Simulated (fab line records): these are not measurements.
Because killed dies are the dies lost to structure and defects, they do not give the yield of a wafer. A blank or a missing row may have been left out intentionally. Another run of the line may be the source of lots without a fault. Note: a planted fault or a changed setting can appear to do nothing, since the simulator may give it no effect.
Check for tools in common + flow gf180mcu + 12 lots, 36 wafers sampled

## WHY IT WAS OPENED
GF_V3_THK_MEAS_03, reading V3_CVD_02_THK: flagged on 2 of 12 lots. Wafers without a fault read 847 nm, standard deviation 10.
Rule: flag the lot when none of its wafers has a number, or when each of its wafers that has one lies beyond 4 standard deviations from that mean. As for the other lots, they are considered sound.

| lot  | measured     | on            | V3_CVD_02_THK (nm), wafer by wafer | flag    |
|------|--------------|---------------|------------------------------------|---------|
| L325 | day 22 02:09 | film-metro-03 | 843 854 861                        |         |
| L326 | day 22 09:32 | film-metro-03 | 836 840 846                        |         |
| L328 | day 22 21:59 | film-metro-02 | 837 861 863                        |         |
| L330 | day 24 02:15 | film-metro-02 | 835 833 854                        |         |
| L331 | day 24 06:51 | film-metro-02 | 838 838 843                        |         |
| L332 | day 24 08:21 | film-metro-03 | 839 859 858                        |         |
| L334 | day 25 07:54 | film-metro-03 | 834 834 847                        |         |
| L335 | day 25 10:31 | film-metro-01 | 834 831 842                        |         |
| L336 | day 25 17:54 | film-metro-01 | 836 848 847                        |         |
| L337 | day 26 02:20 | film-metro-01 | 839 856 858                        |         |
| L341 | day 27 06:26 | film-metro-02 | 1000 1002 1013                     | FLAGGED |
| L342 | day 27 17:38 | film-metro-03 | 1002 1003 1017                     | FLAGGED |
The numbers of the flagged lots are 1006 nm on average: +159 nm against the usual, or +16 standard deviations.

## WHICH TOOL EACH LOT WENT THROUGH
The record keeps 1 process step preceding the reading, out of 602 steps on the route. Every cell lists first the tool, next ch and the chambers used by the sampled wafers, and last the start.
| lot  | flag    | GF_V3_CVD_02                    |
|------|---------|---------------------------------|
| L325 |         | pecvd-02 ch 0,1,2, day 22 02:05 |
| L326 |         | pecvd-04 ch 0,1,2, day 22 09:27 |
| L328 |         | pecvd-04 ch 0,1,2, day 22 21:55 |
| L330 |         | pecvd-04 ch 0,1, day 24 02:11   |
| L331 |         | pecvd-02 ch 0,2, day 24 06:47   |
| L332 |         | pecvd-02 ch 0,2, day 24 08:17   |
| L334 |         | pecvd-04 ch 0,1, day 25 07:49   |
| L335 |         | pecvd-03 ch 1,2, day 25 10:26   |
| L336 |         | pecvd-04 ch 1,2, day 25 17:50   |
| L337 |         | pecvd-03 ch 1,2, day 26 02:16   |
| L341 | FLAGGED | pecvd-04 ch 0,2, day 27 06:22   |
| L342 | FLAGGED | pecvd-04 ch 0,1,2, day 27 17:34 |
These steps, and what they do:
- GF_V3_CVD_02: deposits SiO2 from TEOS, target thk 850 nm, time 94.851 s.
- GF_V3_THK_MEAS_03

## FLAGGED OVER TOTAL, TOOL BY TOOL (the gauges that took the reading come last)
| step              | tool          | lots run | flagged | share of the flagged lots | sound lots run after its first flagged lot |
|-------------------|---------------|----------|---------|---------------------------|--------------------------------------------|
| GF_V3_CVD_02      | pecvd-02      | 3        | 0       | none                      | -                                          |
| GF_V3_CVD_02      | pecvd-03      | 2        | 0       | none                      | -                                          |
| GF_V3_CVD_02      | pecvd-04      | 7        | 2       | all                       | 0                                          |
| GF_V3_THK_MEAS_03 | film-metro-01 | 3        | 0       | none                      | -                                          |
| GF_V3_THK_MEAS_03 | film-metro-02 | 4        | 1       | some                      | 0                                          |
| GF_V3_THK_MEAS_03 | film-metro-03 | 5        | 1       | some                      | 0                                          |

## WHAT THE TABLE ALLOWS
In the table, 1 row covers all flagged lots: pecvd-04 at GF_V3_CVD_02.
- pecvd-04 at GF_V3_CVD_02: 2 of its 7 lots flagged. Last sound lot L336 at day 25 17:50, first flagged lot L341 at day 27 06:22; a fault beginning in between fits. Its own readings lie more than 4 standard deviations out on every wafer of the flagged lots: run-length-s.
One tool is left: pecvd-04 at GF_V3_CVD_02.

## WHAT THE SIMULATOR HAD INSERTED
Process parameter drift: pecvd-04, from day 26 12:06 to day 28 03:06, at GF_V3_CVD_02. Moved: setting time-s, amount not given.
Struck lots among those shown: L341, L342. Same finding as the rule above.
